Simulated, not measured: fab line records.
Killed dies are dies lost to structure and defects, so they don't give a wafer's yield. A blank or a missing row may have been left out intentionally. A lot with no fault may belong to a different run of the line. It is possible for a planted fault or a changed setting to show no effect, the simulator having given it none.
fab line records	flow sfqLine
record lots=5	wafers=23
route steps=325 shown L0@10 L0V@21 M0@29 I0@44 M1@59
startH: start of the lot's first displayed wafer, in hours after the record's first day	waitH: time in hours since the lot's previous step	" identical to the entry in the row above	L1.1+2: one row covering several wafers at once	- value missing, or start not given	* or withheld: withheld	< > ~ a bound
route shown NAME@n: names a module that has steps shown in the file, with the first one's number in the route	usual: mean and standard deviation over wafers with no fault	same: alike in all rows	chamber/n: place in a boat	sites: readings site by site	_std_site: the standard deviation of these	_edge_site: the outer-site mean with the inner-site mean subtracted	radiusMm: how far each site lies from the wafer's centre	mask NAME#n: copy n	behind: tool/chamber where the wafer was last shaped	hold: cause of the lot's hold/its duration in hours/its outcome	device: transistor that didn't switch, given as n, p or np	end of line: tests of these same wafers at the route's end	a step with no rows: only its recipe	killed: not the wafer's yield, but the dies lost to structure and defects at the first sort	map: a wafer's dies, marking killed ones x, the rest . and places with no die _
set.NAME: the setting the step ran with; set.NAME@STEP: the setting that earlier step ran with	model.NAME: the simulator's own value behind a step, which no gauge read
lots run with intentionally changed settings; tables by step, rows by wafer
## steps
# step SFQ_TRILAYER_L0_LITHO_PEB_008
# recipe pebTempC=115	pebTimeS=60	resist=KrF
lot.wafer	tool	chamber	startH	waitH	set.pebTempC
L074.2+5+6	lithoTrack-02	0	56.82	0.8	115
L074.3+4	"	0	"	"	113.3
L076.1+4	lithoTrack-04	0	66.39	1.0	118.5
L076.2+3+6	"	0	"	"	115
L077.2+5+6	lithoTrack-02	0	71.22	0.8	118.2
L077.3+4	"	0	"	"	115
L079.1+6	lithoTrack-03	0	89.52	1.0	115
L079.3+4+5	"	0	"	"	112.5
L083.1+2+6	lithoTrack-03	0	107.52	1.0	115
# step SFQ_TRILAYER_L0_BARC_OPEN_METAL_ETCH_010
# recipe maskMaterial=PR	chemistry=O2	targetDepthNm=125	target=BARC	icpW=600	biasW=80	pressureMtorr=10	timeS=41.7
lot.wafer	tool	chamber	startH	waitH	set.timeS	set.pebTempC@TRILAYER_L0_LITHO_PEB_008	model.L0.cdNm
L074.2	rieMetal-03	0	57.09	0.1	46.41	115	1998
L074.3	"	1	"	"	41.7	113.3	2032
L074.4	"	0	"	"	46.41	113.3	2032
L074.5	"	0	"	"	41.7	115	2000
L074.6	"	1	"	"	41.7	115	1998
L076.1	rieMetal-04	0	66.69	0.1	41.7	118.5	1943
L076.2	"	1	"	"	41.7	115	2002
L076.3	"	0	"	"	45.17	115	1998
L076.4	"	1	"	"	41.7	118.5	1945
L076.6	"	1	"	"	45.17	115	2002
L077.2	rieMetal-04	1	71.51	0.1	38.32	118.2	1948
L077.3	"	1	"	"	38.32	115	1999
L077.4	"	1	"	"	41.7	115	2001
L077.5	"	1	"	"	38.32	118.2	1949
L077.6	"	1	"	"	41.7	118.2	1949
L079.1+6	rieMetal-03	1,0	89.82	0.1	41.7	115	1998
L079.3+5	"	0,1	"	"	41.7	112.5	2048
L079.4	"	1	"	"	41.7	112.5	2047
L083.1	rieMetal-04	0	107.82	0.1	41.7	115	1997
L083.2	"	1	"	"	41.7	115	2000
L083.6	"	0	"	"	41.7	115	1998
# step SFQ_TRILAYER_L0_VIA_LITHO_PEB_016
# recipe pebTempC=115	pebTimeS=60	resist=KrF
lot.wafer	tool	chamber	startH	waitH	set.pebTimeS
L074.2+4+6	lithoTrack-03	0	108.74	0.8	65.56
L074.3+5	"	0	"	"	60
L076.1+2	lithoTrack-02	0	122.02	1.0	57.47
L076.3+4+6	"	0	"	"	60
L077.2+5	lithoTrack-01	0	130.44	0.8	67.68
L077.3+4+6	"	0	"	"	60
L079.1+5+6	lithoTrack-03	0	148.42	1.0	57.43
L079.3+4	"	0	"	"	60
L083.1+2+6	lithoTrack-02	0	170.38	1.0	60
# step SFQ_TRILAYER_L0_VIA_LITHO_DEVELOP_015
# recipe timeS=60	resist=KrF
# step SFQ_TRILAYER_L0_VIA_BARC_OPEN_VIA_ETCH_021
# recipe maskMaterial=PR	chemistry=O2	targetDepthNm=125	target=BARC	sourceW=500	biasW=80	pressureMtorr=30	timeS=43.58
lot.wafer	tool	chamber	startH	waitH	set.pebTimeS@TRILAYER_L0_VIA_LITHO_PEB_016	model.L0V.cdNm
L074.2	rieDiel-04	3	109.05	0.0	65.56	710.8
L074.3	"	1	"	"	60	698.3
L074.4	"	2	"	"	65.56	712.5
L074.5	"	3	"	"	60	699
L074.6	"	0	"	"	65.56	712.1
L076.1	rieDiel-01	3	122.35	0.0	57.47	693.5
L076.2	"	2	"	"	57.47	692.3
L076.3	"	1	"	"	60	700
L076.4	"	0	"	"	60	698.5
L076.6	"	3	"	"	60	697.9
L077.2	rieDiel-04	1	130.75	0.0	67.68	717.4
L077.3	"	2	"	"	60	702.2
L077.4	"	3	"	"	60	702.3
L077.5	"	2	"	"	67.68	719.6
L077.6	"	1	"	"	60	699.3
L079.1	rieDiel-04	1	148.75	0.0	57.43	691.4
L079.3	"	2	"	"	60	700.2
L079.4	"	3	"	"	60	698.2
L079.5	"	2	"	"	57.43	693.4
L079.6	"	1	"	"	57.43	691.3
L083.1	rieDiel-01	3	170.72	0.0	60	701
L083.2	"	2	"	"	60	700.4
L083.6	"	2	"	"	60	700.5
# step SFQ_TRILAYER_M0_DEP_SPUTTER_019
# recipe material=Nb	basePressurePa=1.33e-06	chamberPressurePa=0.1333	substrateTempC=20	resputterCathodeVoltageV=400	targetThkNm=200	powerW=2000	timeS=133.3
lot.wafer	tool	chamber	startH	waitH	set.timeS	model.Nb_of_TRILAYER_M0_DEP_SPUTTER_019.thkNm
L074.2	pvdSputter-04	-	109.94	0.0	133.3	200.8
L074.3	"	-	"	"	149.4	224.9
L074.4	"	-	"	"	149.4	223.3
L074.5	"	-	"	"	133.3	199.1
L074.6	"	-	"	"	149.4	224.8
L076.1	pvdSputter-04	-	123.24	0.0	133.3	202.8
L076.2	"	-	"	"	122.1	184.1
L076.3	"	-	"	"	122.1	183
L076.4	"	-	"	"	122.1	186.5
L076.6	"	-	"	"	133.3	200.6
L077.2	pvdSputter-06	-	131.66	0.0	142.2	215.3
L077.3	"	-	"	"	142.2	213.9
L077.4	"	-	"	"	133.3	200.5
L077.5	"	-	"	"	133.3	200.4
L077.6	"	-	"	"	133.3	199.1
L079.1	pvdSputter-06	-	149.64	0.0	142.7	214.4
L079.3	"	-	"	"	133.3	204.2
L079.4	"	-	"	"	142.7	216
L079.5	"	-	"	"	142.7	216.4
L079.6	"	-	"	"	133.3	200.9
L083.1	pvdSputter-05	-	171.60	0.0	133.3	203.4
L083.2	"	-	"	"	133.3	202.7
L083.6	"	-	"	"	133.3	204.2
# step SFQ_M0_RS_MEAS_904
# recipe thkMeasGauge=four-point-probe	reads=Nb_of_TRILAYER_M0_DEP_SPUTTER_019
# usual M0_NB_RS=0.889/0.0096
lot.wafer	tool	chamber	startH	waitH	set.timeS@TRILAYER_M0_DEP_SPUTTER_019	M0_NB_RS[ohm/sq]
L074.2	filmMetro-04	-	110.05	0.1	133.3	0.884
L074.3	"	-	"	"	149.4	0.790
L074.4	"	-	"	"	149.4	0.796
L074.5	"	-	"	"	133.3	0.892
L074.6	"	-	"	"	149.4	0.791
L076.1	filmMetro-04	-	123.33	0.0	133.3	0.878
L076.2	"	-	"	"	122.1	0.967
L076.3	"	-	"	"	122.1	0.974
L076.4	"	-	"	"	122.1	0.954
L076.6	"	-	"	"	133.3	0.888
L077.2	filmMetro-01	-	131.77	0.1	142.2	0.827
L077.3	"	-	"	"	142.2	0.830
L077.4	"	-	"	"	133.3	0.886
L077.5	"	-	"	"	133.3	0.887
L077.6	"	-	"	"	133.3	0.894
L079.1	filmMetro-04	-	149.73	0.0	142.7	0.830
L079.3	"	-	"	"	133.3	0.871
L079.4	"	-	"	"	142.7	0.822
L079.5	"	-	"	"	142.7	0.821
L079.6	"	-	"	"	133.3	0.886
L083.1	filmMetro-01	-	171.69	0.0	133.3	0.875
L083.2	"	-	"	"	133.3	0.878
L083.6	"	-	"	"	133.3	0.871
# step SFQ_TRILAYER_M0_LITHO_EXPOSE_022
# recipe maskId=M0	na=0.6	sourceShape=conventional	sigmaOuter=0.65	targetCdNm=500	doseMj=14.4
lot.wafer	tool	chamber	startH	waitH	mask	set.doseMj
L074.2+3+5	krfScanner-02	0	171.78	-	M0#0	15.09
L074.4+6	"	0	"	"	M0#0	14.4
L076.1+3+4	krfScanner-02	0	189.38	-	M0#0	14.69
L076.2+6	"	0	"	"	M0#0	14.4
L077.2+3+4	krfScanner-02	0	196.78	-	M0#0	14.4
L077.5+6	"	0	"	"	M0#0	13.6
L079.1+4+6	krfScanner-02	0	218.18	-	M0#0	14.82
L079.3+5	"	0	"	"	M0#0	14.4
L083.1+2+6	krfScanner-02	0	242.93	-	M0#0	14.4
# step SFQ_TRILAYER_M0_LITHO_PEB_024
# recipe pebTempC=115	pebTimeS=60	resist=KrF
# step SFQ_TRILAYER_M0_LITHO_DEVELOP_023
# recipe timeS=60	resist=KrF
# step SFQ_TRILAYER_M0_BARC_OPEN_METAL_ETCH_031
# recipe maskMaterial=PR	chemistry=O2	targetDepthNm=125	target=BARC	icpW=600	biasW=77.7	pressureMtorr=10	timeS=41.7
lot.wafer	tool	chamber	startH	waitH	set.doseMj@TRILAYER_M0_LITHO_EXPOSE_022	model.M0.cdNm
L074.2	rieMetal-02	0	173.14	0.0	15.09	492.7
L074.3	"	0	"	"	15.09	492.6
L074.4	"	0	"	"	14.4	500.3
L074.5	"	0	"	"	15.09	491.1
L074.6	"	0	"	"	14.4	500
L076.1	rieMetal-02	0	190.92	0.0	14.69	497.4
L076.2	"	1	"	"	14.4	498.7
L076.3	"	0	"	"	14.69	496.3
L076.4	"	1	"	"	14.69	496.9
L076.6	"	0	"	"	14.4	499.8
L077.2	rieMetal-02	0	198.12	0.0	14.4	499.8
L077.3	"	1	"	"	14.4	497.8
L077.4	"	0	"	"	14.4	498.9
L077.5	"	0	"	"	13.6	508.7
L077.6	"	1	"	"	13.6	508.6
L079.1	rieMetal-01	1	219.72	0.0	14.82	494.9
L079.3	"	0	"	"	14.4	499.2
L079.4	"	1	"	"	14.82	496
L079.5	"	1	"	"	14.4	499.9
L079.6	"	0	"	"	14.82	495.3
L083.1+2	rieMetal-04	1,0	244.47	0.0	14.4	503.1
L083.6	"	0	"	"	14.4	502.2
# step SFQ_TRILAYER_M0_ETCH_METAL_ETCH_024
# recipe target=Nb	stopOn=SiO2	maskMaterial=PR	chemistry=Cl2/Ar	targetDepthNm=240	icpW=600	biasW=80	pressureMtorr=10	timeS=120
# usual oesProductAu=0.894/0.0065
lot.wafer	tool	chamber	startH	waitH	set.timeS@TRILAYER_M0_DEP_SPUTTER_019	set.doseMj@TRILAYER_M0_LITHO_EXPOSE_022	oesProductAu	model.M0.cdNm
L074.2	rieMetal-02	0	173.28	0.1	133.3	15.09	0.886	492.4
L074.3	"	0	"	"	149.4	15.09	0.951	494.4
L074.4	"	0	"	"	149.4	14.4	0.952	501.1
L074.5	"	0	"	"	133.3	15.09	0.897	492
L074.6	"	0	"	"	149.4	14.4	0.954	500.3
L076.1	rieMetal-02	0	190.98	0.0	133.3	14.69	0.900	499.2
L076.2	"	1	"	"	122.1	14.4	0.854	499.4
L076.3	"	0	"	"	122.1	14.69	0.855	496.6
L076.4	"	1	"	"	122.1	14.69	0.866	497.8
L076.6	"	0	"	"	133.3	14.4	0.896	500.9
L077.2	rieMetal-02	0	198.18	0.0	142.2	14.4	0.931	500.6
L077.3	"	1	"	"	142.2	14.4	0.933	499.1
L077.4	"	0	"	"	133.3	14.4	0.894	499.3
L077.5	"	0	"	"	133.3	13.6	0.901	509.9
L077.6	"	1	"	"	133.3	13.6	0.896	510
L079.1	rieMetal-01	1	219.78	0.0	142.7	14.82	0.926	495.7
L079.3	"	0	"	"	133.3	14.4	0.906	498.7
L079.4	"	1	"	"	142.7	14.82	0.944	496.1
L079.5	"	1	"	"	142.7	14.4	0.931	500.3
L079.6	"	0	"	"	133.3	14.82	0.896	495
L083.1	rieMetal-04	1	244.53	0.0	133.3	14.4	0.901	502.9
L083.2	"	0	"	"	133.3	14.4	0.899	503.9
L083.6	"	0	"	"	133.3	14.4	0.907	503.7
# step SFQ_TRILAYER_I0_CMP_CMP_028
# recipe material=SiO2	downForcePsi=3	platenRpm=60	padVelocityMS=0.94248
lot.wafer	tool	chamber	startH	waitH	set.leaveAboveRefNm	model.SiO2_of_TRILAYER_I0_DEP_PECVD_027.thkNm
L074.4	cmp-01	3	187.02	12.1	205.2	206.7
L074.2	"	0	"	"	205.2	205.7
L074.3	"	1	"	"	200	201.1
L074.6	"	2	"	"	200	201.9
L074.5	"	3	"	"	205.2	206.2
L076.2	cmp-01	1	201.88	10.0	200	200.9
L076.3	"	2	"	"	200	201.9
L076.4	"	3	"	"	213	214.7
L076.1	"	0	"	"	200	200.1
L076.6	"	1	"	"	213	214.1
L077.2+5	cmp-02	2	208.75	9.6	200	201.7
L077.4	"	3	"	"	211	211.2
L077.3	"	0	"	"	211	210.8
L077.6	"	1	"	"	200	200
L079.4	cmp-02	0	227.19	6.4	200	199.1
L079.3	"	1	"	"	200	199.8
L079.1	"	3	228.69	8.0	200	199.6
L079.5	"	0	"	"	187.4	186.1
L079.6	"	1	"	"	187.4	186.3
L083.1	cmp-01	2	250.38	4.9	200	201.5
L083.2	"	0	251.38	5.9	200	198.9
L083.6	"	2	252.38	6.9	200	200.2
# step SFQ_TRILAYER_I0_METRO_MEASURE_029
# usual thkNm=200.2/1
lot.wafer	tool	chamber	startH	waitH	set.leaveAboveRefNm@TRILAYER_I0_CMP_CMP_028	thkNm
L074.2	filmMetro-03	-	189.84	0.3	205.2	205.6
L074.3	"	-	"	"	200	201.1
L074.4	"	-	"	"	205.2	206.8
L074.5	"	-	"	"	205.2	206.3
L074.6	"	-	"	"	200	202.0
L076.1	filmMetro-03	-	205.00	0.1	200	200.3
L076.2	"	-	"	"	200	200.8
L076.3	"	-	"	"	200	202.0
L076.4	"	-	"	"	213	214.8
L076.6	"	-	"	"	213	213.9
L077.2	filmMetro-04	-	211.57	0.3	200	201.7
L077.3	"	-	"	"	211	210.8
L077.4	"	-	"	"	211	210.9
L077.5	"	-	"	"	200	201.6
L077.6	"	-	"	"	200	200.3
L079.1	filmMetro-02	-	230.31	0.1	200	199.5
L079.3	"	-	"	"	200	199.9
L079.4	"	-	"	"	200	199.1
L079.5	"	-	"	"	187.4	186.0
L079.6	"	-	"	"	187.4	186.3
L083.1	filmMetro-04	-	253.00	0.1	200	201.3
L083.2	"	-	"	"	200	198.9
L083.6	"	-	"	"	200	200.4
# step SFQ_TRILAYER_I0_VIA_LITHO_PEB_034
# recipe pebTempC=115	pebTimeS=60	resist=KrF
lot.wafer	tool	chamber	startH	waitH	set.pebTimeS
L074.2+4	lithoTrack-04	0	229.80	0.8	60
L074.3+5+6	"	0	"	"	62.88
L076.1+4+6	lithoTrack-03	0	246.67	1.0	68.55
L076.2+3	"	0	"	"	60
L077.2+3+4+5+6	lithoTrack-01	0	259.85	0.8	60
L079.1+3+6	lithoTrack-04	0	-	-	60
L079.4+5	"	0	"	"	51.02
L083.1+2+6	lithoTrack-03	0	301.06	1.0	60
# step SFQ_TRILAYER_I0_VIA_LITHO_DEVELOP_033
# recipe timeS=60	resist=KrF
# step SFQ_TRILAYER_I0_VIA_BARC_OPEN_VIA_ETCH_046
# recipe maskMaterial=PR	chemistry=O2	targetDepthNm=125	target=BARC	sourceW=482.7	biasW=80	pressureMtorr=30	timeS=41.7
lot.wafer	tool	chamber	startH	waitH	set.pebTimeS@TRILAYER_I0_VIA_LITHO_PEB_034	model.I0.cdNm
L074.2	rieDiel-01	3	230.11	0.0	60	499.5
L074.3	"	0	"	"	62.88	506.6
L074.4	"	2	"	"	60	501.8
L074.5	"	2	"	"	62.88	508.2
L074.6	"	1	"	"	62.88	506.5
L076.1	rieDiel-01	2	247.01	0.0	68.55	518
L076.2	"	1	"	"	60	497.7
L076.3	"	0	"	"	60	496.9
L076.4	"	3	"	"	68.55	515.8
L076.6	"	1	"	"	68.55	516.8
L077.2+6	rieDiel-03	2	260.17	0.0	60	501.9
L077.3	"	0	"	"	60	500.4
L077.4	"	3	"	"	60	501.6
L077.5	"	1	"	"	60	500.6
L079.1	rieDiel-01	2	278.37	0.0	60	500.9
L079.3	"	1	"	"	60	502.6
L079.4	"	0	"	"	51.02	477
L079.5	"	1	"	"	51.02	478.8
L079.6	"	2	"	"	60	502.8
L083.1	rieDiel-02	0	301.39	0.0	60	500.7
L083.2	"	2	"	"	60	501.5
L083.6	"	3	"	"	60	500.9
# step SFQ_TRILAYER_I0_VIA_ETCH_VIA_ETCH_034
# recipe target=SiO2	stopOn=Nb	maskMaterial=PR	taperDeg=20	chemistry=CHF3	targetDepthNm=260	sourceW=500	biasW=80	pressureMtorr=30	timeS=withheld
# usual oesProductAu=0.854/0.0051
lot.wafer	tool	chamber	startH	waitH	set.sourceW	set.leaveAboveRefNm@TRILAYER_I0_CMP_CMP_028	set.pebTimeS@TRILAYER_I0_VIA_LITHO_PEB_034	oesProductAu	model.I0.featureDepthNm	model.I0.cdNm
L074.2	rieDiel-01	3	230.15	0.0	554.7	205.2	*	0.860	206.5	499.7
L074.3	"	0	"	"	500	200	*	0.853	201.1	505.7
L074.4	"	2	"	"	554.7	205.2	*	0.873	207.6	502.1
L074.5	"	2	"	"	500	205.2	*	0.871	206.2	506.3
L074.6	"	1	"	"	554.7	200	*	0.859	202.8	506.5
L076.1	rieDiel-01	2	247.05	0.0	479.8	200	*	0.850	200.1	516.3
L076.2	"	1	"	"	500	200	*	0.855	200.9	496.9
L076.3	"	0	"	"	479.8	200	*	0.864	201.9	495.5
L076.4	"	3	"	"	500	213	*	0.887	214.7	513.6
L076.6	"	1	"	"	479.8	213	*	0.879	214.1	514.1
L077.2	rieDiel-03	2	260.21	0.0	500	200	*	0.856	201.7	499.9
L077.3	"	0	"	"	500	211	*	0.877	210.8	502.1
L077.4	"	3	"	"	500	211	*	0.884	211.2	502.3
L077.5	"	1	"	"	500	200	*	0.867	201.7	501.3
L077.6	"	2	"	"	500	200	*	0.858	200	499.5
L079.1	rieDiel-01	2	278.41	0.0	500	200	*	0.854	199.6	499.5
L079.3	"	1	"	"	527.7	200	*	0.853	200.2	501.5
L079.4	"	0	"	"	527.7	200	*	0.852	199.5	475.9
L079.5	"	1	"	"	527.7	187.4	*	0.825	186.5	477.9
L079.6	"	2	"	"	500	187.4	*	0.825	186.3	500.8
L083.1	rieDiel-02	0	301.43	0.0	500	200	*	0.863	201.5	500.8
L083.2	"	2	"	"	500	200	*	0.848	198.9	502.3
L083.6	"	3	"	"	500	200	*	0.850	200.2	501.3
# step SFQ_TRILAYER_M1_DEP_SPUTTER_037
# recipe material=Nb	basePressurePa=1.33e-06	chamberPressurePa=0.1333	substrateTempC=20	resputterCathodeVoltageV=400	targetThkNm=200	powerW=2000	timeS=133.3
lot.wafer	tool	chamber	startH	waitH	set.powerW	model.Nb_of_TRILAYER_M1_DEP_SPUTTER_037.thkNm
L074.2	pvdSputter-04	-	231.07	0.0	1799	181.1
L074.3	"	-	"	"	1799	182.8
L074.4+6	"	-	"	"	2000	199.5
L074.5	"	-	"	"	2000	200.4
L076.1	pvdSputter-04	-	247.97	0.0	2000	202
L076.2	"	-	"	"	1767	176.9
L076.3	"	-	"	"	1767	176.6
L076.4	"	-	"	"	2000	198.9
L076.6	"	-	"	"	1767	175.8
L077.2	pvdSputter-04	-	261.14	0.0	2000	198.6
L077.3	"	-	"	"	2000	198
L077.4	"	-	"	"	2186	219.8
L077.5	"	-	"	"	2186	219.3
L077.6	"	-	"	"	2000	200.1
L079.1	pvdSputter-04	-	279.32	0.0	2160	213.3
L079.3	"	-	"	"	2000	201.6
L079.4	"	-	"	"	2160	216.2
L079.5	"	-	"	"	2160	215.8
L079.6	"	-	"	"	2000	197.6
L083.1	pvdSputter-06	-	302.37	0.0	2000	202
L083.2	"	-	"	"	2000	201.7
L083.6	"	-	"	"	2000	202.6
# step SFQ_M1_RS_MEAS_909
# recipe thkMeasGauge=four-point-probe	reads=Nb_of_TRILAYER_M1_DEP_SPUTTER_037
# usual M1_NB_RS=0.887/0.0082
lot.wafer	tool	chamber	startH	waitH	set.powerW@TRILAYER_M1_DEP_SPUTTER_037	M1_NB_RS[ohm/sq]
L074.2	filmMetro-01	-	231.18	0.1	1799	0.983
L074.3	"	-	"	"	1799	0.973
L074.4	"	-	"	"	2000	0.892
L074.5	"	-	"	"	2000	0.888
L074.6	"	-	"	"	2000	0.892
L076.1	filmMetro-04	-	248.06	0.0	2000	0.879
L076.2	"	-	"	"	1767	1.005
L076.3	"	-	"	"	1767	1.010
L076.4	"	-	"	"	2000	0.893
L076.6	"	-	"	"	1767	1.012
L077.2	filmMetro-04	-	261.25	0.1	2000	0.894
L077.3	"	-	"	"	2000	0.897
L077.4	"	-	"	"	2186	0.807
L077.5	"	-	"	"	2186	0.807
L077.6	"	-	"	"	2000	0.887
L079.1	filmMetro-01	-	279.42	0.0	2160	0.832
L079.3	"	-	"	"	2000	0.883
L079.4	"	-	"	"	2160	0.820
L079.5	"	-	"	"	2160	0.823
L079.6	"	-	"	"	2000	0.899
L083.1	filmMetro-01	-	302.46	0.0	2000	0.880
L083.2	"	-	"	"	2000	0.883
L083.6	"	-	"	"	2000	0.877
# step SFQ_TRILAYER_M1_ETCH_METAL_ETCH_042
# recipe target=Nb	stopOn=SiO2	maskMaterial=PR	chemistry=Cl2/Ar	targetDepthNm=240	icpW=600	biasW=80	pressureMtorr=10	timeS=120
# usual oesProductAu=0.894/0.0062
lot.wafer	tool	chamber	startH	waitH	set.icpW	set.powerW@TRILAYER_M1_DEP_SPUTTER_037	oesProductAu	model.KrF_of_TRILAYER_M1_LITHO_COAT_039.thkNm
L074.2	rieMetal-01	0	277.03	0.0	600	1799	0.845	-
L074.3	"	1	"	"	631.5	1799	0.853	-
L074.4	"	0	"	"	631.5	2000	0.897	375.8
L074.5	"	1	"	"	600	2000	0.894	381.3
L074.6	"	0	"	"	631.5	2000	0.887	378.3
L076.1	rieMetal-03	1	295.45	0.0	600	2000	0.895	374.6
L076.2	"	0	"	"	600	1767	0.835	-
L076.3	"	1	"	"	573.9	1767	0.839	-
L076.4	"	0	"	"	600	2000	0.891	380.1
L076.6	"	1	"	"	573.9	1767	0.830	-
L077.2	rieMetal-03	0	307.45	0.0	600	2000	0.893	379.1
L077.3	"	0	"	"	600	2000	0.885	380
L077.4	"	1	"	"	639.9	2186	0.942	-
L077.5	"	1	"	"	600	2186	0.947	-
L077.6	"	0	"	"	639.9	2000	0.892	373.3
L079.1	rieMetal-01	0	327.85	0.0	600	2160	0.923	-
L079.3	"	0	"	"	536.9	2000	0.899	398.1
L079.4	"	1	"	"	536.9	2160	0.935	-
L079.5	"	0	"	"	600	2160	0.924	-
L079.6	"	1	"	"	600	2000	0.884	383.7
L083.1	rieMetal-04	0	351.85	0.0	600	2000	0.895	386
L083.2	"	1	"	"	600	2000	0.900	386.5
L083.6	"	0	"	"	600	2000	0.893	382.3
## key
split step=SFQ_TRILAYER_L0_LITHO_PEB_008	setting=pebTempC	stated=115	by=wafer
response step=SFQ_TRILAYER_L0_BARC_OPEN_METAL_ETCH_010	reading=model.L0.cdNm	change=-19.8	per=1%	r=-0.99
split step=SFQ_TRILAYER_L0_BARC_OPEN_METAL_ETCH_010	setting=timeS	stated=41.7	by=wafer
response none clear
split step=SFQ_TRILAYER_L0_VIA_LITHO_PEB_016	setting=pebTimeS	stated=60	by=wafer
response step=SFQ_TRILAYER_L0_VIA_BARC_OPEN_VIA_ETCH_021	reading=model.L0V.cdNm	change=+1.39	per=1%	r=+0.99
split step=SFQ_TRILAYER_M0_DEP_SPUTTER_019	setting=timeS	stated=133.3	by=wafer
response step=SFQ_TRILAYER_M0_DEP_SPUTTER_019	reading=model.Nb_of_TRILAYER_M0_DEP_SPUTTER_019.thkNm	change=+2.02	per=1%	r=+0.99
response step=SFQ_M0_RS_MEAS_904	reading=M0_NB_RS	change=-0.0085	per=1%	r=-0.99
response step=SFQ_TRILAYER_M0_ETCH_METAL_ETCH_024	reading=oesProductAu	change=+0.00494	per=1%	r=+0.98
split step=SFQ_TRILAYER_M0_LITHO_EXPOSE_022	setting=doseMj	stated=14.4	by=wafer
response step=SFQ_TRILAYER_M0_BARC_OPEN_METAL_ETCH_031	reading=model.M0.cdNm	change=-1.65	per=1%	r=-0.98
response step=SFQ_TRILAYER_M0_ETCH_METAL_ETCH_024	reading=model.M0.cdNm	change=-1.66	per=1%	r=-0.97
split step=SFQ_TRILAYER_I0_CMP_CMP_028	setting=leaveAboveRefNm	stated=200	by=wafer
response step=SFQ_TRILAYER_I0_CMP_CMP_028	reading=model.SiO2_of_TRILAYER_I0_DEP_PECVD_027.thkNm	change=+2	per=1%	r=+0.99
response step=SFQ_TRILAYER_I0_METRO_MEASURE_029	reading=thkNm	change=+1.98	per=1%	r=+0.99
response step=SFQ_TRILAYER_I0_VIA_ETCH_VIA_ETCH_034	reading=oesProductAu	change=+0.00416	per=1%	r=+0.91
response step=SFQ_TRILAYER_I0_VIA_ETCH_VIA_ETCH_034	reading=model.I0.featureDepthNm	change=+2	per=1%	r=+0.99
split step=SFQ_TRILAYER_I0_VIA_LITHO_PEB_034	setting=pebTimeS	stated=60	by=wafer
response step=SFQ_TRILAYER_I0_VIA_BARC_OPEN_VIA_ETCH_046	reading=model.I0.cdNm	change=+1.49	per=1%	r=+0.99
response step=SFQ_TRILAYER_I0_VIA_ETCH_VIA_ETCH_034	reading=model.I0.cdNm	change=+1.43	per=1%	r=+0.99
split step=SFQ_TRILAYER_I0_VIA_ETCH_VIA_ETCH_034	setting=sourceW	stated=500	by=wafer
response none clear
split step=SFQ_TRILAYER_M1_DEP_SPUTTER_037	setting=powerW	stated=2000	by=wafer
response step=SFQ_TRILAYER_M1_DEP_SPUTTER_037	reading=model.Nb_of_TRILAYER_M1_DEP_SPUTTER_037.thkNm	change=+2	per=1%	r=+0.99
response step=SFQ_M1_RS_MEAS_909	reading=M1_NB_RS	change=-0.00939	per=1%	r=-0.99
response step=SFQ_TRILAYER_M1_ETCH_METAL_ETCH_042	reading=oesProductAu	change=+0.00495	per=1%	r=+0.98
split step=SFQ_TRILAYER_M1_ETCH_METAL_ETCH_042	setting=icpW	stated=600	by=wafer
response step=SFQ_TRILAYER_M1_ETCH_METAL_ETCH_042	reading=model.KrF_of_TRILAYER_M1_LITHO_COAT_039.thkNm	change=-1.14	per=1%	r=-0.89
